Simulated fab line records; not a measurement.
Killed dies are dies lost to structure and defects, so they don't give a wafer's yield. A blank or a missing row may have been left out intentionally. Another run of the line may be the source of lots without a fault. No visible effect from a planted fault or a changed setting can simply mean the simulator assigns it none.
Which tool was responsible? -- flow gf180mcu -- 11 lots with 33 wafers sampled at 4 steps, on a route of 602 steps

== WHAT EACH GAUGE READ, for each wafer ==
GF_M4_CD_MEAS_14: target cd 280 nm.
lot,measured,on,cd_nm (nm)
L216,day 24 03:16,cd_sem-02,279.0 279.6 280.1
L217,day 24 11:26,cd_sem-02,281.0 281.6 281.1
L218,day 24 11:48,cd_sem-02,279.6 278.7 278.1
L220,day 25 07:40,cd_sem-02,279.7 278.9 279.1
L224,day 26 11:05,cd_sem-01,280.4 280.5 280.9
L225,day 26 23:23,cd_sem-01,280.3 280.8 278.9
L226,day 27 03:45,cd_sem-01,285.1 283.9 285.6
L228,day 27 18:08,cd_sem-01,287.2 286.4 287.4
L233,day 29 06:54,cd_sem-02,281.0 280.4 280.4
L237,day 30 18:24,cd_sem-02,278.6 277.8 280.0
L238,day 30 19:56,cd_sem-01,279.1 279.2 279.3

== WHICH TOOL RAN EACH LOT (tool, then ch and the chambers of the sampled wafers, then the start) ==
lot,GF_V3_CVD_23,GF_M4_SPUTTER_00,GF_M4_COAT_09
L216,"cvd_w-01 ch 0,1, day 23 04:21","pvd_sputter-04, day 23 04:56","litho_track-02 ch 0, day 23 15:39"
L217,"cvd_w-01 ch 0,1, day 23 12:19","pvd_sputter-01, day 23 12:55","litho_track-03 ch 0, day 24 00:29"
L218,"cvd_w-01 ch 0,1, day 23 13:22","pvd_sputter-04, day 23 13:58","litho_track-03 ch 0, day 24 01:05"
L220,"cvd_w-02 ch 0, day 24 09:03","pvd_sputter-01, day 24 09:38","litho_track-03 ch 0, day 24 21:10"
L224,"cvd_w-02 ch 0,1, day 25 12:53","pvd_sputter-01, day 25 13:37","litho_track-03 ch 0, day 26 00:52"
L225,"cvd_w-01 ch 0,1, day 26 01:38","pvd_sputter-04, day 26 02:26","litho_track-03 ch 0, day 26 12:35"
L226,"cvd_w-01 ch 0, day 26 06:02","pvd_sputter-02, day 26 06:58","litho_track-03 ch 0, day 26 17:26"
L228,"cvd_w-02 ch 0,1, day 26 21:24","pvd_sputter-04, day 26 22:05","litho_track-03 ch 0, day 27 07:52"
L233,"cvd_w-01 ch 0,1, day 28 11:03","pvd_sputter-04, day 28 11:38","litho_track-02 ch 0, day 28 21:43"
L237,"cvd_w-02 ch 0,1, day 29 22:37","pvd_sputter-02, day 29 23:12","litho_track-02 ch 0, day 30 08:16"
L238,"cvd_w-02 ch 0,1, day 30 00:38","pvd_sputter-01, day 30 01:13","litho_track-02 ch 0, day 30 10:48"
- GF_V3_CVD_23: deposits W, target thk 350 nm, time 104.9 s.
- GF_M4_SPUTTER_00: material Ti, target thk 37.5 nm, time 150 s.
- GF_M4_COAT_09: resist thk 1000 nm.

== WHAT THE TOOLS THEMSELVES READ (means of the sampled wafers that have a number; where no wafer has one, the mark that the record gives instead) ==
GF_V3_CVD_23.
lot,tool,heater_power_w (W)
L216,cvd_w-01,824
L217,cvd_w-01,815
L218,cvd_w-01,821
L220,cvd_w-02,847
L224,cvd_w-02,779
L225,cvd_w-01,826
L226,cvd_w-01,807
L228,cvd_w-02,797
L233,cvd_w-01,820
L237,cvd_w-02,799
L238,cvd_w-02,831

GF_M4_SPUTTER_00.
lot,tool,throttle_valve_pct (%)
L216,pvd_sputter-04,30.3
L217,pvd_sputter-01,29.9
L218,pvd_sputter-04,30.1
L220,pvd_sputter-01,28.6
L224,pvd_sputter-01,28.6
L225,pvd_sputter-04,30.1
L226,pvd_sputter-02,29.7
L228,pvd_sputter-04,30.1
L233,pvd_sputter-04,30.3
L237,pvd_sputter-02,30.2
L238,pvd_sputter-01,29.8

GF_M4_COAT_09.
lot,tool,dispense_pressure_kPa (kPa),resist_line_temp_C (C)
L216,litho_track-02,55.2,22.96
L217,litho_track-03,50.8,23.19
L218,litho_track-03,50.8,23.05
L220,litho_track-03,50.8,23.02
L224,litho_track-03,50.8,23.01
L225,litho_track-03,50.8,22.96
L226,litho_track-03,50.8,23.17
L228,litho_track-03,50.8,23.12
L233,litho_track-02,55.2,23.09
L237,litho_track-02,55.2,23.06
L238,litho_track-02,55.2,22.98

== THE ANSWER, worked out from the rows above alone ==
Rule: what is usual is taken from the lots themselves. Put in order of their means at a reading, lots are off if they are a third of the lots or fewer, leave a main group of 4 or more, and stand apart from it by a gap of 3 or more times the standard deviation of the main group's means; of several such gaps the widest counts. A main group is skipped when, at the precision printed for the reading in the tables above, its means are all equal. A lot without any number at a reading at which 4 lots or more have one is off too. The other lots that the step has rows for count as sound. Order of review: gauges by route order, followed by the tools' own readings, for which a lot's mean as printed above is used. The first step at which some lot is off is used, and at that step the reading that is off furthest; a lot without a number counts as furthest.
Off: L226, L228 (GF_M4_CD_MEAS_14, cd_nm). For the main group the mean is 279.8 nm and the standard deviation 0.82.
If a tool, at a process step before that reading, ran all the lots that are off and no sound lot after the first of them, it fits. Those tools and the gauges at GF_M4_CD_MEAS_14 are tried in the same way. One candidate fits, namely litho_track-03 at GF_M4_COAT_09. A fault onset in the window from L225 (day 26 12:35, its last sound lot) to L226 (day 26 17:26, its first lot off) fits.

== WHAT HAD BEEN PUT IN BY THE SIMULATOR ==
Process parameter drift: litho_track-03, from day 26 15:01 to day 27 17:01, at GF_M4_COAT_09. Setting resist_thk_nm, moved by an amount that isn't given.
Shown lots that were struck: L226, L228. The same result came from the rule above.
